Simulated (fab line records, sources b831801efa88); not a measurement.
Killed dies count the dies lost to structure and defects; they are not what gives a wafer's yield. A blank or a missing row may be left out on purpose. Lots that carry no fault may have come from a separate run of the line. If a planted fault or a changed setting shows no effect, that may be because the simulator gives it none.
8D (eight disciplines) problem report, filled in by code | flow gf180mcu | the parts of the form that need people (team, actions taken, sign-off) are left out

== 1. THE PROBLEM ==
V5_CVD_00_THK at GF_V5_THK_MEAS_01 reads a mean of 255.2 nm on 3 wafers of 2 lots; wafers without a fault read 301.0 nm with a standard deviation of 2.4. Relative to the usual mean, that is a shift of -19 standard deviations.
Seen first at day 28 16:58 on film-metro-03, wafer L101.2. The record holds 36 wafers of 12 lots with a number at this step. Rule for "out" (also "out of limits"): further than 4 standard deviations from the usual mean. All remaining wafers that have a number are taken as sound.

== 2. WHAT IT IS; WHAT IT IS NOT ==
question                    | is                           | is not
which readings at this step | V5_CVD_00_THK                | -
which lots                  | L101, L102                   | L110, L111, L112, L113, L115, L116, L117, L994, L995, L996
which wafers of those lots  | L101.2, L101.4, L102.4       | L101.6, L102.3, L102.5
read on which gauges        | film-metro-02, film-metro-03 | film-metro-04
when                        | from day 28 16:58            | up to then (10 sound wafers); but 23 sound wafers of L102, L110, L111, L112, L113, L115, L116, L117 came after

== 3. SUSPECTS, AND WHAT RULES EACH OUT ==
Counting: any tool at a process step up to the reading remains a suspect provided it ran every lot that is out. Sound lots after the first of them don't rule it out here, since some wafers of a struck lot are sound.
- the gauge at GF_V5_THK_MEAS_01 has been ruled out. 2 gauges (film-metro-02, film-metro-03) read the wafers that are out.
- cmp-02 at GF_V3_CMP_04 (polishes SiO2): kept. It processed each lot that is out (first: L101, day 24 03:40); up to then, its last sound lot is L995 (day 21 18:58).
- rie-diel-03 at GF_M5_ETCH_09 (etches Si3N4 in CF4/O2, target depth 52 nm, time 11.6 s): kept. It processed each lot that is out (first: L101, day 28 16:10); up to then, its last sound lot is L995 (day 26 15:02).
- hdpcvd-02 at GF_V5_CVD_00 (deposits SiO2, target thk 300 nm, time 50 s): kept. It processed each lot that is out (first: L101, day 28 16:54); up to then, its last sound lot is L994 (day 26 05:34). Its own readings are out on those wafers: sih4-flow-sccm.
- Within hdpcvd-02 at GF_V5_CVD_00: the wafers that are out ran in chamber 2; their sound lot-mates ran in chambers 0, 1.
After the count, these remain: cmp-02 at GF_V3_CMP_04, rie-diel-03 at GF_M5_ETCH_09 and hdpcvd-02 at GF_V5_CVD_00.

== 4. THE CAUSE (what the simulator had put in) ==
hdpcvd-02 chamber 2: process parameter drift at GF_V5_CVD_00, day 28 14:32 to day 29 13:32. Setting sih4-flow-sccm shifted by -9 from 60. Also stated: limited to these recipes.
After counting, 3 suspects remain, this tool included.

== 5. THE CHAIN OF EFFECTS, in route order ==
Each row: a reading whose mean over the struck wafers that have a number lies more than 3 standard deviations from the usual. Scope: only readings with a usual standard deviation given in the record; hours: median across lots of the time from each lot's start at the first step in this table that gives one to its start at this step; sigmas: change in usual standard deviations.
hours | step              | reading        | usual      | on struck wafers | change | sigmas
0     | GF_V5_CVD_00      | sih4-flow-sccm | 60.02 sccm | 51.01            | -9.01  | -47
0     | GF_V5_THK_MEAS_01 | V5_CVD_00_THK  | 301.0 nm   | 255.2            | -45.8  | -19
The process steps in it:
- GF_V5_CVD_00: deposits SiO2, target thk 300 nm, time 50 s.

== 6. HOW IT WOULD HAVE BEEN CAUGHT EARLIER ==
The first out-of-limits reading at a measuring or inspecting step in this record came at day 28 16:58, 2 hours after the fault's start at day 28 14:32.
Tool's own readings at GF_V5_CVD_00, sih4-flow-sccm: out on all struck wafers the step has rows for; an alarm limit on them would have tripped on the first.
Among the 2 lots that are out, L102 began GF_V5_CVD_00 on hdpcvd-02 after day 28 16:58. Holding the tool at that time would have saved it.
